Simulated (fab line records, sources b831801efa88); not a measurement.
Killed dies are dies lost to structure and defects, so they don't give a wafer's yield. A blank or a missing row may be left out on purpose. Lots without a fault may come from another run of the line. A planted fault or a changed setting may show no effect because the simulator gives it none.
Which tool did it? | flow sky130 | 6 lots, 18 wafers sampled, at 2 steps of a route of 708

WHAT THE GAUGES READ, wafer by wafer
SKY_POLY_GATE_THK_MEAS_01.
lot  | measured     | on            | POLY_GATE_CVD_00_THK (nm)
L988 | day 15 00:42 | film_metro-04 | 179.4 179.3 178.5
L991 | day 15 23:33 | film_metro-04 | 123.5 125.5 123.0 123.4 125.5 123.1
L100 | day 19 11:07 | film_metro-03 | 179.9 180.4 179.5
L104 | day 21 11:11 | film_metro-03 | 177.7 178.1 178.5
L105 | day 21 21:12 | film_metro-04 | 179.9 180.7 181.0
L107 | day 22 03:19 | film_metro-04 | 178.1 180.0 179.5

WHICH TOOL RAN EACH LOT (tool, then ch and the chambers of the sampled wafers, then the start)
lot  | SKY_POLY_GATE_CVD_00
L988 | lpcvd-01 ch 1, day 14 23:30
L991 | lpcvd-01 ch 1, day 15 21:45
L100 | lpcvd-01 ch 1, day 19 09:55
L104 | lpcvd-01 ch 0, day 21 09:59
L105 | lpcvd-01 ch 0, day 21 19:59
L107 | lpcvd-01 ch 0, day 22 02:07
- SKY_POLY_GATE_CVD_00: deposits poly-Si, target thk 180 nm, time 720 s.

THE ANSWER, worked out from the rows above alone
Rule: what is usual is taken from the lots themselves. Put in order of their means at a reading, lots are off if they are a third of the lots or fewer, leave a main group of 4 or more, and stand apart from it by a gap of 3 or more times the standard deviation of the main group's means; of several such gaps the widest counts. A main group whose means are all the same, to the digits that the tables above print for the reading, isn't used. A lot without any number at a reading at which 4 lots or more have one is off too. The other lots that the step has rows for count as sound.
Off: L991, at SKY_POLY_GATE_THK_MEAS_01 (POLY_GATE_CVD_00_THK). The main group: mean 179.4 nm, standard deviation 0.83.
A tool fits if, at a process step before that reading, it ran every lot that is off, and no sound lot after the first of them. The gauges at SKY_POLY_GATE_THK_MEAS_01 are tried like those tools. None of those tried fits.

WHAT THE SIMULATOR HAD PUT IN
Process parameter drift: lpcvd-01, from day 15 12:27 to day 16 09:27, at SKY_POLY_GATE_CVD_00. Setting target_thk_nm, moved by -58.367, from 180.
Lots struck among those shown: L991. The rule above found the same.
